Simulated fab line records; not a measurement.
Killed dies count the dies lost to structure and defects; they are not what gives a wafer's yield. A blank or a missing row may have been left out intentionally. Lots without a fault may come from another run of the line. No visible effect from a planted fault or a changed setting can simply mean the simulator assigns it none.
fab line records | flow sky130
record lots=5 wafers=15 lastDay=50
route steps=708 shown SONOS_TUNNEL@159 SONOS_ONO@168 GATE_OXIDE@187
lots with no fault: from the same line, run without faults
startH: hours from the record's first day to the start of the lot's first wafer shown | waitH: hours elapsed since this lot's preceding step | " same as the row above | L1.1+2: one row covering several wafers at once | - value missing, or start not given | * or withheld: withheld | < > ~ a bound
route shown NAME@n: a module of which the file shows steps, and the number in the route of the first | usual: mean/standard deviation of fault-free wafers | same: alike in all rows | chamber/n: place in a boat | sites: readings site by site | _std_site: standard deviation across them | _edge_site: outer sites' mean less inner sites' | radiusMm: for every site, how far away it sits from the centre of the wafer | mask NAME#n: copy n | behind: the most recent tool/chamber to have shaped the wafer | hold: reason for holding the lot/hours on hold/outcome of the hold | device: the transistor (n, p or np) that didn't switch | end of line: the same wafers' tests at the end of the route | where a step has no rows: the recipe by itself | killed: the dies lost at the first sort to structure and to defects; this is not the yield of the wafer | map: per-die view of a wafer (x killed, . not killed, _ where there is no die)
set.NAME: the setting the step ran with; set.NAME@STEP: the setting that earlier step ran with | model.NAME: the simulator's own value behind a step, which no gauge read
lots at selected steps of the route; one table per step, one row per wafer
services: a tool's chamber out of use, with start hour (startH, from the record's first day; less than 0 if before it), hours out, and reason
## steps
# step SKY_SONOS_TUNNEL_PEB_05
# recipe tempC=withheld timeS=* resist=NOVOLAK
# same timeS=*
# columns lot.wafer tool chamber startH waitH
L074.2+4+5 lithoTrack-01 0 - -
L078.1+3+6 lithoTrack-01 0 - -
L080.1+3+4 lithoTrack-04 0 - -
L089.2+4+6 lithoTrack-04 0 - -
L095.1+3+6 lithoTrack-04 0 - -
# step SKY_SONOS_TUNNEL_DEVELOP_06
# recipe resist=NOVOLAK developer=TMAH developTimeS=60 devTempC=23
# columns lot.wafer tool chamber startH waitH
L074.2+4+5 lithoTrack-01 0 245.75 0.1
L078.1+3+6 lithoTrack-01 0 274.28 0.1
L080.1+3+4 lithoTrack-04 0 299.54 0.1
L089.2+4+6 lithoTrack-04 0 375.87 0.1
L095.1+3+6 lithoTrack-04 0 419.79 0.1
# step SKY_SONOS_TUNNEL_CD_MEAS_07
# recipe targetCdNm=410
# usual cdNm=410.3/2.2
# columns lot.wafer tool chamber startH waitH cdNm
L074.2 cdSem-01 - 245.90 0.1 410.3
L074.4 " - " " 411.6
L074.5 " - " " 409.7
L078.1 cdSem-02 - 274.43 0.1 411.3
L078.3 " - " " 411.5
L078.6 " - " " 410.5
L080.1 cdSem-01 - 299.69 0.1 412.1
L080.3 " - " " 414.5
L080.4 " - " " 412.4
L089.2 cdSem-02 - 376.01 0.1 409.7
L089.4 " - " " 409.9
L089.6 " - " " 412.0
L095.1 cdSem-01 - 419.94 0.1 408.6
L095.3 " - " " 406.6
L095.6 " - " " 406.9
# step SKY_SONOS_TUNNEL_OVL_MEAS_08
# usual SONOS_TUNNEL_OVL=-0.5/1.4
# columns lot.wafer tool chamber startH waitH SONOS_TUNNEL_OVL[nm]
L074.2 overlay-01 - 246.00 0.1 2.5
L074.4 " - " " 2.8
L074.5 " - " " 1.9
L078.1 overlay-01 - 274.55 0.1 0.5
L078.3 " - " " -0.8
L078.6 " - " " -0.8
L080.1 overlay-02 - 299.81 0.1 1.7
L080.3 " - " " -1.0
L080.4 " - " " -0.6
L089.2 overlay-02 - 376.12 0.1 -3.1
L089.4 " - " " -1.6
L089.6 " - " " -3.3
L095.1 overlay-01 - 420.06 0.1 1.9
L095.3 " - " " 1.5
L095.6 " - " " 1.2
# step SKY_SONOS_TUNNEL_IMPLANT_09
# recipe species=B energyKev=20 doseCm2=1e+12 tiltDeg=withheld
# columns lot.wafer tool chamber startH waitH
L074.2+4+5 implanter-02 0 246.06 0.0
L078.1+3+6 implanter-03 0 274.58 0.0
L080.1+3+4 implanter-02 0 299.96 0.1
L089.2+4+6 implanter-04 0 376.17 0.0
L095.1+3+6 implanter-03 0 420.10 0.0
# step SKY_SONOS_TUNNEL_WET_ETCH_10
# recipe chemistry=dHF targetDepthNm=14 target=SiO2 dilution=100:1 tempC=25 timeS=280
# same timeS=280
# columns lot.wafer tool chamber startH waitH
L074.2+4+5 wetBench-04 3 246.18 0.1
L078.1+3+6 wetBench-03 2 274.73 0.1
L080.1+3+4 wetBench-03 2 300.11 0.1
L089.2+4+6 wetBench-01 2 376.30 0.1
L095.1+3+6 wetBench-03 0 420.25 0.1
# step SKY_SONOS_TUNNEL_STRIP_11
# recipe chemistry=SPM timeS=600 tempC=130
# same timeS=600
# columns lot.wafer tool chamber startH waitH
L074.2+4+5 wetBench-01 0 246.27 0.0
L078.1+3+6 wetBench-01 0 274.82 0.0
L080.1+3+4 wetBench-04 3 300.20 0.0
L089.2+4+6 wetBench-04 1 376.38 0.0
L095.1+3+6 wetBench-04 0 420.33 0.0
# step SKY_SONOS_TUNNEL_TW_MEAS_12
# usual SONOS_TUNNEL_TW=196.9/1.8
# columns lot.wafer tool chamber startH waitH SONOS_TUNNEL_TW
L074.2 filmMetro-02 - 246.45 0.0 199.4
L074.4 " - " " 201.1
L074.5 " - " " 200.5
L078.1 filmMetro-01 - 274.99 0.0 195.5
L078.3 " - " " 195.0
L078.6 " - " " 195.3
L080.1 filmMetro-01 - 300.37 0.0 196.1
L080.3 " - " " 196.4
L080.4 " - " " 195.5
L089.2 filmMetro-02 - 376.57 0.0 198.2
L089.4 " - " " 197.4
L089.6 " - " " 197.3
L095.1 filmMetro-01 - 420.51 0.0 195.8
L095.3 " - " " 196.2
L095.6 " - " " 195.0
# step SKY_SONOS_TUNNEL_CLEAN_13
# recipe chemistry=dHF timeS=20 dilution=100:1 dry=ipaMarangoni
# same timeS=20
# columns lot.wafer tool chamber startH waitH
L074.2+4+5 wetBench-03 2 246.50 0.0
L078.1+3+6 wetBench-03 3 275.05 0.1
L080.1+3+4 wetBench-03 3 300.43 0.1
L089.2+4+6 wetBench-04 3 376.62 0.0
L095.1+3+6 wetBench-01 0 420.57 0.1
# step SKY_SONOS_ONO_OXIDATION_00
# recipe tempC=800 ambient=O2 idleTempC=700 rampUpCPerMin=10 rampDownCPerMin=3 stabiliseS=600 purgeS=300 targetThkA=26 oxTimeS=1249
# usual oxTempCMax=802.4/0.6 tube_center_temp_C_max=802.1/0.33
# columns lot.wafer tool chamber startH waitH oxTempCMax tube_center_temp_C_max
L074.2 furnace-01 0 248.10 1.6 802.7 802.3
L074.4 " 0 " " 803.1 802.0
L074.5 " 0 " " 803.3 801.5
L078.1 furnace-01 0 277.25 2.2 803.2 803.1
L078.3 " 0 " " 802.6 801.4
L078.6 " 0 " " 802.6 802.0
L080.1 furnace-02 0 302.00 1.6 801.9 801.8
L080.3 " 0 " " 802.6 802.6
L080.4 " 0 " " 802.3 802.3
L089.2 furnace-02 0 377.72 1.1 802.0 802.1
L089.4 " 0 " " 802.3 802.4
L089.6 " 0 " " 801.8 802.3
L095.1 furnace-01 0 421.63 1.0 803.3 802.5
L095.3 " 0 " " 803.9 801.6
L095.6 " 0 " " 803.0 801.9
# step SKY_SONOS_ONO_THK_MEAS_01
# recipe reads=SiO2_of_SONOS_ONO_OXIDATION_00
# usual SONOS_ONO_OXIDATION_THK=2.57/0.062
# columns lot.wafer tool chamber startH waitH SONOS_ONO_OXIDATION_THK[nm]
L074.2 filmMetro-03 - 249.46 0.0 2.60
L074.4 " - " " 2.57
L074.5 " - " " 2.54
L078.1 filmMetro-03 - 278.60 0.0 2.49
L078.3 " - " " 2.58
L078.6 " - " " 2.58
L080.1 filmMetro-03 - 303.35 0.0 2.48
L080.3 " - " " 2.51
L080.4 " - " " 2.46
L089.2 filmMetro-04 - 379.07 0.0 2.69
L089.4 " - " " 2.72
L089.6 " - " " 2.58
L095.1 filmMetro-01 - 422.98 0.0 2.65
L095.3 " - " " 2.51
L095.6 " - " " 2.67
# step SKY_SONOS_ONO_CVD_02
# recipe material=Si3N4 precursor=DCS/NH3 targetThkNm=10.5 tempC=770 timeS=180 pressureMtorr=250
# same timeS=180
# columns lot.wafer tool chamber startH waitH
L074.2+4+5 lpcvd-02 0 249.51 0.0
L078.1+3+6 lpcvd-02 0 278.66 0.1
L080.1+3+4 lpcvd-02 1 304.87 1.5
L089.2+4+6 lpcvd-02 1 380.92 1.8
L095.1+3+6 lpcvd-02 0 423.98 1.0
# step SKY_SONOS_ONO_THK_MEAS_03
# recipe reads=Si3N4_of_SONOS_ONO_CVD_02
# usual SONOS_ONO_CVD_02_THK=10.46/0.15
# columns lot.wafer tool chamber startH waitH SONOS_ONO_CVD_02_THK[nm]
L074.2 filmMetro-04 - 250.57 0.0 10.33
L074.4 " - " " 10.44
L074.5 " - " " 10.62
L078.1 filmMetro-04 - 279.71 0.0 10.14
L078.3 " - " " 10.14
L078.6 " - " " 10.13
L080.1 filmMetro-03 - 305.92 0.0 10.38
L080.3 " - " " 10.40
L080.4 " - " " 10.38
L089.2 filmMetro-01 - 381.98 0.0 10.47
L089.4 " - " " 10.47
L089.6 " - " " 10.57
L095.1 filmMetro-01 - 425.10 0.1 10.53
L095.3 " - " " 10.56
L095.6 " - " " 10.44
# step SKY_SONOS_ONO_CVD_04
# recipe material=SiO2 precursor=SiH4/N2O targetThkNm=5.7199 tempC=900 pressureMtorr=400
# same timeS=900
# columns lot.wafer tool chamber startH waitH
L074.2+4+5 lpcvd-03 0 250.62 0.0
L078.1+3+6 lpcvd-03 1 279.77 0.1
L080.1+3+4 lpcvd-03 1 305.98 0.1
L089.2+4+6 lpcvd-03 0 382.03 0.0
L095.1+3+6 lpcvd-03 0 425.16 0.1
# step SKY_SONOS_ONO_THK_MEAS_05
# recipe reads=SiO2_of_SONOS_ONO_CVD_04
# usual SONOS_ONO_CVD_04_THK=5.65/0.11
# columns lot.wafer tool chamber startH waitH SONOS_ONO_CVD_04_THK[nm]
L074.2 filmMetro-04 - 251.88 0.0 5.47
L074.4 " - " " 5.53
L074.5 " - " " 5.53
L078.1 filmMetro-04 - 281.64 0.0 5.78
L078.3 " - " " 5.67
L078.6 " - " " 5.69
L080.1 filmMetro-01 - 307.23 0.0 5.67
L080.3 " - " " 5.75
L080.4 " - " " 5.64
L089.2 filmMetro-03 - 383.29 0.0 5.67
L089.4 " - " " 5.68
L089.6 " - " " 5.60
L095.1 filmMetro-04 - 426.41 0.0 5.91
L095.3 " - " " 5.85
L095.6 " - " " 5.85
# step SKY_SONOS_ONO_DEHYDRATE_06
# recipe tempC=200 timeS=60
# same timeS=60
# columns lot.wafer tool chamber startH waitH
L074.2+4+5 lithoTrack-01 0 263.40 11.5
L078.1+3+6 lithoTrack-01 0 293.83 12.2
L080.1+3+4 lithoTrack-01 0 319.33 12.1
L089.2+4+6 lithoTrack-03 0 397.50 14.2
L095.1+3+6 lithoTrack-03 0 441.42 15.0
# step SKY_SONOS_ONO_HMDS_07
# recipe primeTimeS=60 primeTempC=120
# columns lot.wafer tool chamber startH waitH
L074.2+4+5 lithoTrack-01 0 263.55 0.1
L078.1+3+6 lithoTrack-01 0 293.98 0.1
L080.1+3+4 lithoTrack-01 0 319.48 0.1
L089.2+4+6 lithoTrack-03 0 397.65 0.1
L095.1+3+6 lithoTrack-03 0 441.57 0.1
# step SKY_SONOS_ONO_COAT_08
# recipe resist=NOVOLAK spinRpm=3000 resistThkNm=1140
# usual spinSpeedRpm=3000.1/2.1
# columns lot.wafer tool chamber startH waitH spinSpeedRpm
L074.2 lithoTrack-01 0 263.70 0.1 3002.6
L074.4 " 0 " " 3001.3
L074.5 " 0 " " 3002.8
L078.1 lithoTrack-01 0 294.13 0.1 2997.7
L078.3 " 0 " " 2999.1
L078.6 " 0 " " 2999.5
L080.1 lithoTrack-01 0 319.63 0.1 2996.5
L080.3 " 0 " " 3002.1
L080.4 " 0 " " 2999.8
L089.2 lithoTrack-03 0 397.80 0.1 3003.4
L089.4 " 0 " " 3001.6
L089.6 " 0 " " 3005.6
L095.1 lithoTrack-03 0 441.72 0.1 3002.2
L095.3 " 0 " " 2998.8
L095.6 " 0 " " 2998.8
# step SKY_SONOS_ONO_SOFTBAKE_09
# recipe tempC=90 timeS=60 resist=NOVOLAK
# same timeS=60
# columns lot.wafer tool chamber startH waitH
L074.2+4+5 lithoTrack-01 0 263.85 0.1
L078.1+3+6 lithoTrack-01 0 294.28 0.1
L080.1+3+4 lithoTrack-01 0 319.78 0.1
L089.2+4+6 lithoTrack-03 0 397.95 0.1
L095.1+3+6 lithoTrack-03 0 441.87 0.1
# step SKY_SONOS_ONO_EXPOSE_10
# recipe maskId=ONOM targetCdNm=410 na=0.6 sourceShape=conventional sigmaOuter=0.6 doseMj=150
# columns lot.wafer tool chamber startH waitH mask
L074.2+4+5 ilineStepper-02 0 - - ONOM#0
L078.1+3+6 ilineStepper-02 0 - - ONOM#0
L080.1+3+4 ilineStepper-01 0 - - ONOM#0
L089.2+4+6 ilineStepper-01 0 - - ONOM#0
L095.1+3+6 ilineStepper-01 0 - - ONOM#0
# step SKY_SONOS_ONO_PEB_11
# recipe tempC=withheld timeS=* resist=NOVOLAK
# same timeS=*
# columns lot.wafer tool chamber startH waitH
L074.2+4+5 lithoTrack-03 0 - -
L078.1+3+6 lithoTrack-02 0 - -
L080.1+3+4 lithoTrack-03 0 - -
L089.2+4+6 lithoTrack-03 0 - -
L095.1+3+6 lithoTrack-03 0 - -
# step SKY_SONOS_ONO_DEVELOP_12
# recipe developTimeS=60 devTempC=23
# columns lot.wafer tool chamber startH waitH
L074.2+4+5 lithoTrack-03 0 275.50 0.1
L078.1+3+6 lithoTrack-02 0 307.00 0.1
L080.1+3+4 lithoTrack-03 0 332.97 0.1
L089.2+4+6 lithoTrack-03 0 412.55 0.1
L095.1+3+6 lithoTrack-03 0 457.87 0.1
# step SKY_SONOS_ONO_CD_MEAS_13
# recipe targetCdNm=410
# usual cdNm=409.3/2.5
# columns lot.wafer tool chamber startH waitH cdNm
L074.2 cdSem-02 - 275.69 0.2 409.0
L074.4 " - " " 409.9
L074.5 " - " " 408.8
L078.1 cdSem-01 - 307.15 0.1 408.6
L078.3 " - " " 408.8
L078.6 " - " " 408.2
L080.1 cdSem-01 - 333.14 0.1 410.5
L080.3 " - " " 408.5
L080.4 " - " " 407.9
L089.2 cdSem-01 - 412.69 0.1 409.7
L089.4 " - " " 408.1
L089.6 " - " " 408.1
L095.1 cdSem-02 - 458.02 0.1 411.3
L095.3 " - " " 408.2
L095.6 " - " " 408.6
# step SKY_SONOS_ONO_OVL_MEAS_14
# usual SONOS_ONO_OVL=0.5/1.4
# columns lot.wafer tool chamber startH waitH SONOS_ONO_OVL[nm]
L074.2 overlay-02 - 275.80 0.1 -1.1
L074.4 " - " " -2.2
L074.5 " - " " 0.0
L078.1 overlay-01 - 307.27 0.1 0.4
L078.3 " - " " 1.5
L078.6 " - " " 1.4
L080.1 overlay-01 - 333.26 0.1 1.3
L080.3 " - " " 0.3
L080.4 " - " " 0.2
L089.2 overlay-02 - 412.80 0.1 -0.3
L089.4 " - " " 1.0
L089.6 " - " " 0.2
L095.1 overlay-02 - 458.14 0.1 2.0
L095.3 " - " " -1.1
L095.6 " - " " -1.4
# step SKY_SONOS_ONO_ETCH_15
# recipe targetDepthNm=19.52 chemistry=CHF3/O2 sourceW=600 biasW=200 pressureMtorr=40 chf3FlowSccm=50 O2_flow_sccm=5 timeS=7.8
# usual drypumpMotorCurrentA=5.8/0.38 oesProductAu=0.999/0.01 throttleValvePct=8.824/0.0096
# same timeS=7.8
# columns lot.wafer tool chamber startH waitH drypumpMotorCurrentA oesProductAu rfHoursCounterH throttleValvePct
L074.2 rieDiel-03 3 275.83 0.0 5.5 1.006 9 8.833
L074.4 " 1 " " 5.9 0.982 15 8.825
L074.5 " 1 " " 5.9 0.986 - 8.821
L078.1 rieDiel-01 0 307.31 0.0 5.8 1.001 58 8.853
L078.3 " 3 " " 6.7 0.994 88 8.825
L078.6 " 3 " " 6.7 0.994 - 8.822
L080.1 rieDiel-01 3 333.30 0.0 6.7 0.983 89 8.806
L080.3 " 1 " " 5.7 1.014 26 8.841
L080.4 " 2 " " 5.5 0.987 - 8.826
L089.2 rieDiel-03 0 412.83 0.0 6.0 1.008 51 8.811
L089.4 " 3 " " 5.5 0.998 12 8.819
L089.6 " 1 " " 5.9 0.988 - 8.801
L095.1 rieDiel-04 2 458.18 0.0 5.4 0.999 7 8.835
L095.3 " 1 " " 5.5 1.011 1 8.831
L095.6 " 2 " " 5.5 0.996 - 8.828
# step SKY_SONOS_ONO_WET_ETCH_16
# recipe chemistry=dHF targetDepthNm=14 dry=n2Spin target=SiO2 dilution=100:1 tempC=25 timeS=280
# same timeS=280
# columns lot.wafer tool chamber startH waitH
L074.2+4+5 wetBench-01 1 275.85 0.0
L078.1+3+6 wetBench-03 0 307.33 0.0
L080.1+3+4 wetBench-01 1 333.32 0.0
L089.2+4+6 wetBench-02 3 412.85 0.0
L095.1+3+6 wetBench-01 1 458.20 0.0
# step SKY_SONOS_ONO_STRIP_17
# recipe chemistry=O2/N2 powerW=1400 pressureMtorr=1500 platenTempC=withheld o2FlowSccm=3000 n2FlowSccm=300 overashFraction=0.5
# usual drypumpMotorCurrentA=5.6/0.47 o2FlowSccm=3001/9 oesProductAu=0.710/0.0045 stripTimeToEndpointS=14.09/0.044
# columns lot.wafer tool chamber startH waitH drypumpMotorCurrentA o2FlowSccm oesProductAu rfHoursCounterH stripTimeToEndpointS
L074.2 plasmaAsher-04 0 275.93 0.0 6.1 3005 0.707 60 14.01
L074.4 " 0 " " 6.1 2996 0.705 - 13.99
L074.5 " 1 " " 5.5 3014 0.716 - 13.99
L078.1 plasmaAsher-01 0 307.42 0.0 6.1 3017 0.717 18 14.10
L078.3 " 1 " " 5.6 2997 0.703 - 14.11
L078.6 " 1 " " 5.6 2976 0.708 - 14.15
L080.1 plasmaAsher-01 1 333.41 0.0 5.5 3005 0.715 21 14.05
L080.3 " 1 " " 5.6 3010 0.710 - 14.07
L080.4 " 0 " " 6.1 2996 0.714 - 14.05
L089.2 plasmaAsher-01 1 412.93 0.0 5.6 3008 0.709 29 14.07
L089.4 " 1 " " 5.6 3009 0.709 - 14.05
L089.6 " 1 " " 5.6 3005 0.709 - 14.03
L095.1 plasmaAsher-01 0 458.28 0.0 6.1 3002 0.708 33 14.11
L095.3 " 1 " " 5.6 2988 0.702 - 14.06
L095.6 " 1 " " 5.6 2988 0.711 - 14.09
# step SKY_SONOS_ONO_WET_ETCH_18
# recipe chemistry=H3PO4 targetDepthNm=15 target=Si3N4 tempC=160 timeS=172
# same timeS=172
# columns lot.wafer tool chamber startH waitH
L074.2+4+5 wetBench-02 1 276.03 0.1
L078.1+3+6 wetBench-02 2 307.52 0.1
L080.1+3+4 wetBench-02 2 333.51 0.1
L089.2+4+6 wetBench-02 0 413.03 0.1
L095.1+3+6 wetBench-02 2 458.38 0.1
# step SKY_GATE_OXIDE_CLEAN_00
# recipe chemistry=SC1/SC2 mix=1:4:20 tempC=70 timeS=150 dry=n2Spin
# same timeS=150
# columns lot.wafer tool chamber startH waitH
L074.2+4+5 wetBench-03 2 276.09 0.0
L078.1+3+6 wetBench-03 0 307.58 0.0
L080.1+3+4 wetBench-01 2 333.56 0.0
L089.2+4+6 wetBench-01 3 413.09 0.0
L095.1+3+6 wetBench-01 3 458.45 0.0
# step SKY_GATE_OXIDE_OXIDATION_01
# recipe tempC=900 ambient=O2 stabiliseS=600 purgeS=300 targetThkA=102.68 oxTimeS=1473
# usual oxTempCMax=902.6/0.55 tube_center_temp_C_max=902.3/0.38
# columns lot.wafer tool chamber startH waitH oxTempCMax tube_center_temp_C_max
L074.2 furnace-02 0 279.20 3.1 902.3 902.9
L074.4 " 0 " " 902.4 902.3
L074.5 " 0 " " 901.6 902.4
L078.1 furnace-02 0 308.19 0.6 902.5 902.4
L078.3 " 0 " " 903.1 902.6
L078.6 " 0 " " 902.7 902.1
L080.1 furnace-01 0 334.20 0.6 904.1 902.4
L080.3 " 0 " " 902.9 901.9
L080.4 " 0 " " 903.3 902.2
L089.2 furnace-02 0 413.35 0.2 901.9 902.4
L089.4 " 0 " " 902.7 902.5
L089.6 " 0 " " 902.0 903.2
L095.1 furnace-02 0 458.50 0.0 902.4 901.9
L095.3 " 0 " " 902.5 902.2
L095.6 " 0 " " 902.1 902.3
# step SKY_GATE_OXIDE_THK_MEAS_02
# recipe reads=SiO2_of_GATE_OXIDE_OXIDATION_01
# usual GATE_OXIDE_OXIDATION_00_THK=10.14/0.27
# columns lot.wafer tool chamber startH waitH GATE_OXIDE_OXIDATION_00_THK[nm]
L074.2 filmMetro-04 - 280.62 0.0 10.23
L074.4 " - " " 10.03
L074.5 " - " " 9.99
L078.1 filmMetro-04 - 309.60 0.0 10.01
L078.3 " - " " 10.01
L078.6 " - " " 10.04
L080.1 filmMetro-03 - 335.61 0.0 10.11
L080.3 " - " " 10.03
L080.4 " - " " 10.04
L089.2 filmMetro-04 - 414.77 0.0 9.89
L089.4 " - " " 9.92
L089.6 " - " " 9.79
L095.1 filmMetro-02 - 459.90 0.0 10.26
L095.3 " - " " 10.48
L095.6 " - " " 10.46
# step SKY_GATE_OXIDE_DEHYDRATE_03
# recipe tempC=200 timeS=60
# same timeS=60
# columns lot.wafer tool chamber startH waitH
L074.2+4+5 lithoTrack-03 0 292.25 11.6
L078.1+3+6 lithoTrack-02 0 321.65 12.0
L080.1+3+4 lithoTrack-02 0 348.20 12.6
L089.2+4+6 lithoTrack-03 0 429.45 14.7
L095.1+3+6 lithoTrack-03 0 473.97 14.1
# step SKY_GATE_OXIDE_HMDS_04
# recipe primeTimeS=60 primeTempC=120
# columns lot.wafer tool chamber startH waitH
L074.2+4+5 lithoTrack-03 0 292.40 0.1
L078.1+3+6 lithoTrack-02 0 321.80 0.1
L080.1+3+4 lithoTrack-02 0 348.35 0.1
L089.2+4+6 lithoTrack-03 0 429.60 0.1
L095.1+3+6 lithoTrack-03 0 474.12 0.1
# step SKY_GATE_OXIDE_COAT_05
# recipe resist=NOVOLAK spinRpm=3000 resistThkNm=1140
# usual spinSpeedRpm=3000.2/1.9
# columns lot.wafer tool chamber startH waitH spinSpeedRpm
L074.2 lithoTrack-03 0 292.55 0.1 2999.4
L074.4 " 0 " " 3001.2
L074.5 " 0 " " 3000.9
L078.1 lithoTrack-02 0 321.95 0.1 3001.1
L078.3 " 0 " " 2999.1
L078.6 " 0 " " 2999.8
L080.1 lithoTrack-02 0 348.50 0.1 2999.2
L080.3 " 0 " " 3002.7
L080.4 " 0 " " 3002.4
L089.2 lithoTrack-03 0 429.75 0.1 3001.0
L089.4 " 0 " " 3000.2
L089.6 " 0 " " 2998.3
L095.1 lithoTrack-03 0 474.27 0.1 3000.7
L095.3 " 0 " " 3000.5
L095.6 " 0 " " 2999.7
# step SKY_GATE_OXIDE_SOFTBAKE_06
# recipe tempC=90 timeS=60 resist=NOVOLAK
# same timeS=60
# columns lot.wafer tool chamber startH waitH
L074.2+4+5 lithoTrack-03 0 292.70 0.1
L078.1+3+6 lithoTrack-02 0 322.10 0.1
L080.1+3+4 lithoTrack-02 0 348.65 0.1
L089.2+4+6 lithoTrack-03 0 429.90 0.1
L095.1+3+6 lithoTrack-03 0 474.42 0.1
# step SKY_GATE_OXIDE_EXPOSE_07
# recipe maskId=LVOM na=0.6 sourceShape=conventional sigmaOuter=0.6 polarization=unpolarized targetCdNm=600 doseMj=170
# columns lot.wafer tool chamber startH waitH mask
L074.2+4+5 ilineStepper-02 0 - - LVOM#0
L078.1+3+6 ilineStepper-01 0 - - LVOM#0
L080.1+3+4 ilineStepper-02 0 - - LVOM#0
L089.2+4+6 ilineStepper-01 0 - - LVOM#0
L095.1+3+6 ilineStepper-01 0 - - LVOM#0
# step SKY_GATE_OXIDE_PEB_08
# recipe tempC=withheld timeS=* resist=NOVOLAK
# same timeS=*
# columns lot.wafer tool chamber startH waitH
L074.2+4+5 lithoTrack-03 0 - -
L078.1+3+6 lithoTrack-03 0 - -
L080.1+3+4 lithoTrack-03 0 - -
L089.2+4+6 lithoTrack-04 0 - -
L095.1+3+6 lithoTrack-04 0 - -
## services
# columns tool chamber startH hours kind
wetBench-03 - 237.59 1.9 repair
rieDiel-03 2 251.87 3.5 repair
wetBench-01 - 252.94 1.1 repair
lpcvd-03 - 259.83 6.1 pm
rieDiel-01 3 266.86 2.2 repair
implanter-02 - 269.61 3.8 pm
ilineStepper-02 - 272.32 1.7 pm
furnace-02 - 272.78 3.7 pm
wetBench-04 - 291.70 1.7 repair
furnace-01 - 298.29 3.2 pm
rieDiel-01 1 300.49 29.1 repair
ilineStepper-01 - 314.92 2.1 pm
lpcvd-02 - 325.50 1.0 repair
ilineStepper-02 - 331.94 0.7 repair
wetBench-04 - 332.91 4.5 repair
ilineStepper-02 - 340.89 7.9 repair
furnace-02 - 347.81 3.9 pm
ilineStepper-01 - 424.88 1.7 pm
lpcvd-03 - 463.55 5.0 repair
furnace-01 - 466.82 3.3 pm
furnace-01 - 477.17 2.6 pm
wetBench-01 - 477.74 0.9 repair
ilineStepper-01 - 482.66 18.8 repair
furnace-02 - 483.89 32.1 pm
## key
fault none
